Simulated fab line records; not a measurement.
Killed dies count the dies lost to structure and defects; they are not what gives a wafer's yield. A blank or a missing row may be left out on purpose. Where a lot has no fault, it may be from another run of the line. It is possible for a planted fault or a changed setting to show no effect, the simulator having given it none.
Matching of chambers | flow sky130 | cmp-01 running SKY_VIA1_CMP_24: 4 sister chambers
The step polishes, stops on SiO2, t overpolish 15 s, target thk 0 nm. 14 wafers are shown with their chamber, then 6 later ones without.

## WAFERS PAIRED WITH THEIR CHAMBERS
wafer  | chamber | motorCurrentA (A) | slurryFlowMlMin
L997.4 | 2       | 10.4              | 149.9
L997.5 | 1       | 10.4              | 150.3
L997.6 | 0       | 13.0              | 148.9
L999.1 | 1       | 10.9              | 150.1
L999.3 | 3       | 13.3              | 150.3
L999.5 | 3       | 14.6              | 150.7
L103.1 | 3       | 13.3              | 150.3
L103.2 | 2       | 10.4              | 150.5
L105.2 | 0       | 12.8              | 150.1
L105.3 | 3       | 14.6              | 150.2
L105.5 | 0       | 13.2              | 148.7
L109.2 | 0       | 12.3              | 150.7
L109.4 | 1       | 10.7              | 149.1
L109.6 | 0       | 12.8              | 149.6

SIGNATURES (averages over the wafers above)
reading         | chamber 0 | chamber 1 | chamber 2 | chamber 3 | scatter within a chamber
motorCurrentA   | 12.820    | 10.667    | 10.400    | 13.950    | 0.476
slurryFlowMlMin | 149.600   | 149.833   | 150.200   | 150.375   | 0.626
Rule: a wafer's distance from a chamber is the root of the sum, over the readings, of the square of ((its reading less the chamber's mean) divided by the reading's scatter). The wafer belongs to the nearest chamber; if the next one is less than 2 further off, it can't be placed. The scatter is the square root of a quotient: the sum, over the shown wafers, of each reading's squared deviation from its chamber's mean, divided by wafers minus chambers.

## WAFERS WHOSE CHAMBER IS MISSING
wafer  | motorCurrentA (A) | slurryFlowMlMin
L111.1 | 11.7              | 149.4
L111.4 | 9.9               | 150.2
L111.5 | 12.9              | 149.6
L113.4 | 14.0              | 150.7
L113.5 | 13.9              | 149.9
L113.6 | 10.6              | 150.6

## WHICH CHAMBER EACH ONE RAN IN
wafer  | from the rows above          | in truth
L111.1 | can't be placed: 1 or 0 or 2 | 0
L111.4 | can't be placed: 2 or 1      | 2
L111.5 | 0                            | 0
L113.4 | 3                            | 3
L113.5 | can't be placed: 3 or 0      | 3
L113.6 | can't be placed: 2 or 1      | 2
2 of 6 placed correctly. Can't be placed from these rows: 4 (the true chamber is among the candidates in 4). Placed wrongly: 0.
